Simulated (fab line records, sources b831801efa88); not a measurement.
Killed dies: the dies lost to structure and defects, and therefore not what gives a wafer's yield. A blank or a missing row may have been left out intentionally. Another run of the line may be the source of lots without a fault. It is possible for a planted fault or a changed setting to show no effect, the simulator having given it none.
Which tool was responsible? :: flow gf180mcu :: 31 wafers from 11 lots sampled at 5 of the route's 602 steps

== WHAT THE GAUGES SHOWED, per wafer ==
GF_M2_RS_MEAS_05: the measuring method here is four-point-probe.
lot: L890
measured: day 18 14:43
on: filmMetro-03
M2_ALCU_RS (ohm/sq): 0.0702 0.0702 0.0700

lot: L892
measured: day 19 08:08
on: filmMetro-02
M2_ALCU_RS (ohm/sq): 0.0701 0.0697 0.0705

lot: L896
measured: day 20 19:32
on: filmMetro-03
M2_ALCU_RS (ohm/sq): 0.0693 0.0690 0.0688

lot: L898
measured: day 21 13:18
on: filmMetro-04
M2_ALCU_RS (ohm/sq): 0.0712 0.0721 0.0708

lot: L899
measured: day 22 01:52
on: filmMetro-04
M2_ALCU_RS (ohm/sq): 0.0695 0.0694 0.0696

lot: L900
measured: day 22 08:26
on: filmMetro-04
M2_ALCU_RS (ohm/sq): 0.0698 0.0691 0.0701

lot: L906
measured: day 24 11:15
on: filmMetro-03
M2_ALCU_RS (ohm/sq): 0.0713 0.0874 0.0709

lot: L908
measured: day 25 03:32
on: filmMetro-04
M2_ALCU_RS (ohm/sq): 0.0699 0.0705 0.0863

lot: L909
measured: day 25 11:17
on: filmMetro-03
M2_ALCU_RS (ohm/sq): 0.0870

lot: L911
measured: day 25 18:35
on: filmMetro-04
M2_ALCU_RS (ohm/sq): 0.0695 0.0697 0.0696

lot: L912
measured: day 26 04:38
on: filmMetro-03
M2_ALCU_RS (ohm/sq): 0.0696 0.0690 0.0698

== TOOL THAT RAN EACH LOT (tool first, then ch and the chambers of the sampled wafers, then the start) ==
lot: L890
GF_V1_CMP_04: cmp-01 ch 0,1,3, day 17 13:41
GF_V1_SPUTTER_22: pvdSputter-03, day 18 13:51
GF_V1_CVD_23: cvdW-02 ch 0,1, day 18 13:53
GF_M2_SPUTTER_02: pvdSputter-04, day 18 14:37

lot: L892
GF_V1_CMP_04: cmp-02 ch 0,2, day 18 06:37
GF_V1_SPUTTER_22: pvdSputter-02, day 19 07:17
GF_V1_CVD_23: cvdW-02 ch 1, day 19 07:19
GF_M2_SPUTTER_02: pvdSputter-01, day 19 08:03

lot: L896
GF_V1_CMP_04: cmp-02 ch 0,1,2, day 19 17:31
GF_V1_SPUTTER_22: pvdSputter-02, day 20 18:40
GF_V1_CVD_23: cvdW-01 ch 0,1, day 20 18:43
GF_M2_SPUTTER_02: pvdSputter-01, day 20 19:26

lot: L898
GF_V1_CMP_04: cmp-01 ch 2,3, day 20 11:29
GF_V1_SPUTTER_22: pvdSputter-02, day 21 12:26
GF_V1_CVD_23: cvdW-01 ch 0,1, day 21 12:28
GF_M2_SPUTTER_02: pvdSputter-04, day 21 13:11

lot: L899
GF_V1_CMP_04: cmp-01 ch 2,3, day 20 23:22
GF_V1_SPUTTER_22: pvdSputter-02, day 22 00:58
GF_V1_CVD_23: cvdW-01 ch 0,1, day 22 01:02
GF_M2_SPUTTER_02: pvdSputter-02, day 22 01:44

lot: L900
GF_V1_CMP_04: cmp-01 ch 0,1,2, day 21 07:01
GF_V1_SPUTTER_22: pvdSputter-03, day 22 07:34
GF_V1_CVD_23: cvdW-01 ch 0,1, day 22 07:36
GF_M2_SPUTTER_02: pvdSputter-02, day 22 08:19

lot: L906
GF_V1_CMP_04: cmp-02 ch 0,1,2, day 23 10:22
GF_V1_SPUTTER_22: pvdSputter-03, day 24 10:23
GF_V1_CVD_23: cvdW-02 ch 0,1, day 24 10:25
GF_M2_SPUTTER_02: pvdSputter-04, day 24 11:08

lot: L908
GF_V1_CMP_04: cmp-01 ch 1,2, day 24 03:22
GF_V1_SPUTTER_22: pvdSputter-03, day 25 02:38
GF_V1_CVD_23: cvdW-01 ch 0,1, day 25 02:43
GF_M2_SPUTTER_02: pvdSputter-04, day 25 03:24

lot: L909
GF_V1_CMP_04: cmp-01 ch 1, day 24 11:23
GF_V1_SPUTTER_22: pvdSputter-01, day 25 10:26
GF_V1_CVD_23: cvdW-01 ch 1, day 25 10:28
GF_M2_SPUTTER_02: pvdSputter-04, day 25 11:11

lot: L911
GF_V1_CMP_04: cmp-01 ch 0,1,2, day 24 19:01
GF_V1_SPUTTER_22: pvdSputter-02, day 25 17:43
GF_V1_CVD_23: cvdW-02 ch 0,1, day 25 17:46
GF_M2_SPUTTER_02: pvdSputter-02, day 25 18:29

lot: L912
GF_V1_CMP_04: cmp-01 ch 0,2,3, day 25 05:28
GF_V1_SPUTTER_22: pvdSputter-03, day 26 03:47
GF_V1_CVD_23: cvdW-02 ch 0,1, day 26 03:49
GF_M2_SPUTTER_02: pvdSputter-02, day 26 04:33
- GF_V1_CMP_04: polishes SiO2.
- GF_V1_SPUTTER_22: material TiN, target thk 10 nm, time 40 s.
- GF_V1_CVD_23: deposits W, target thk 350 nm, time 105.05 s.
- GF_M2_SPUTTER_02: material AlCu, target thk 450 nm, time 23.9 s.

== THE ANSWER, worked out from the rows above alone ==
Rule: usual is defined by the lots themselves. The widest of any qualifying gaps counts: lots, ordered by their means at a reading, are off when they make up no more than a third of the lots, leave a main group of 4 or more, and stand apart from it by 3 or more times the standard deviation of that group's means. Not used: any main group whose means are identical at the precision the tables above print for the reading. Also off: a lot with no number at a reading for which 4 or more lots have one. The other lots that the step has rows for count as sound.
Off: L906, L908, L909, at GF_M2_RS_MEAS_05 (M2_ALCU_RS). Main group: mean 0.0699 ohm/sq, sd 0.00066.
If a tool, at a process step before that reading, ran all the lots that are off and no sound lot after the first of them, it fits. Those tools and the gauges at GF_M2_RS_MEAS_05 are tried in the same way. One fits: pvdSputter-04 at GF_M2_SPUTTER_02. Its last sound lot is L898 (day 21 13:11), its first lot that is off L906 (day 24 11:08): a fault that began between those two fits.

== WHAT THE SIMULATOR HAD INSERTED ==
Process parameter drift: pvdSputter-04, from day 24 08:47 on, at GF_M2_SPUTTER_02. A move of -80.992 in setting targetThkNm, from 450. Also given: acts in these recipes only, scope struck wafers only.
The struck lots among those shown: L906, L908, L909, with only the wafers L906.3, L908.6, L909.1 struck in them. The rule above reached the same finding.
